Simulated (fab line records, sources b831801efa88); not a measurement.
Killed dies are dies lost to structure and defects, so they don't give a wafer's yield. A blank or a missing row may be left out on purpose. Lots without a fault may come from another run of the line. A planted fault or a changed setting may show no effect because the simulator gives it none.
Which tool did it? | flow gf180mcu | 7 lots, 21 wafers sampled, at 3 steps of a route of 602

WHAT THE GAUGES READ, wafer by wafer
GF_NWELL_TW_MEAS_11.
lot  | measured    | on            | NWELL_TW
L152 | day 3 19:29 | film_metro-04 | 1571 1567 1577
L156 | day 4 18:23 | film_metro-01 | 29 30 30
L159 | day 5 09:28 | film_metro-01 | 1556 1561 1557
L164 | day 6 12:51 | film_metro-01 | 1569 1556 1575
L166 | day 7 00:36 | film_metro-03 | 1588 1585 1591
L170 | day 7 21:47 | film_metro-04 | 1565 1560 1566
L172 | day 8 07:28 | film_metro-03 | 1568 1563 1572

WHICH TOOL RAN EACH LOT (tool, then ch and the chambers of the sampled wafers, then the start)
lot  | GF_DNWELL_STRIP_08                  | GF_NWELL_STRIP_10
L152 | plasma_asher-04 ch 0,1, day 3 06:04 | plasma_asher-01 ch 0,1, day 3 19:23
L156 | plasma_asher-04 ch 0,1, day 4 04:02 | plasma_asher-02 ch 0,1, day 4 18:18
L159 | plasma_asher-04 ch 0,1, day 4 18:51 | plasma_asher-02 ch 0,1, day 5 09:22
L164 | plasma_asher-04 ch 0,1, day 5 21:39 | plasma_asher-01 ch 0,1, day 6 12:45
L166 | plasma_asher-04 ch 1, day 6 08:46   | plasma_asher-01 ch 0, day 7 00:30
L170 | plasma_asher-04 ch 0,1, day 7 05:04 | plasma_asher-03 ch 0,1, day 7 21:42
L172 | plasma_asher-03 ch 0, day 7 15:39   | plasma_asher-03 ch 0,1, day 8 07:21
- GF_DNWELL_STRIP_08: strips in O2/N2.
- GF_NWELL_STRIP_10: strips in O2/N2.

THE ANSWER, worked out from the rows above alone
Rule: what is usual is taken from the lots themselves. Put in order of their means at a reading, lots are off if they are a third of the lots or fewer, leave a main group of 4 or more, and stand apart from it by a gap of 3 or more times the standard deviation of the main group's means; of several such gaps the widest counts. A main group whose means are all the same, to the digits that the tables above print for the reading, isn't used. A lot without any number at a reading at which 4 lots or more have one is off too. The other lots that the step has rows for count as sound.
Off: L156, at GF_NWELL_TW_MEAS_11 (NWELL_TW). The main group: mean 1569, standard deviation 9.3.
A tool fits if, at a process step before that reading, it ran every lot that is off, and no sound lot after the first of them. The gauges at GF_NWELL_TW_MEAS_11 are tried like those tools. None of those tried fits.

WHAT THE SIMULATOR HAD PUT IN
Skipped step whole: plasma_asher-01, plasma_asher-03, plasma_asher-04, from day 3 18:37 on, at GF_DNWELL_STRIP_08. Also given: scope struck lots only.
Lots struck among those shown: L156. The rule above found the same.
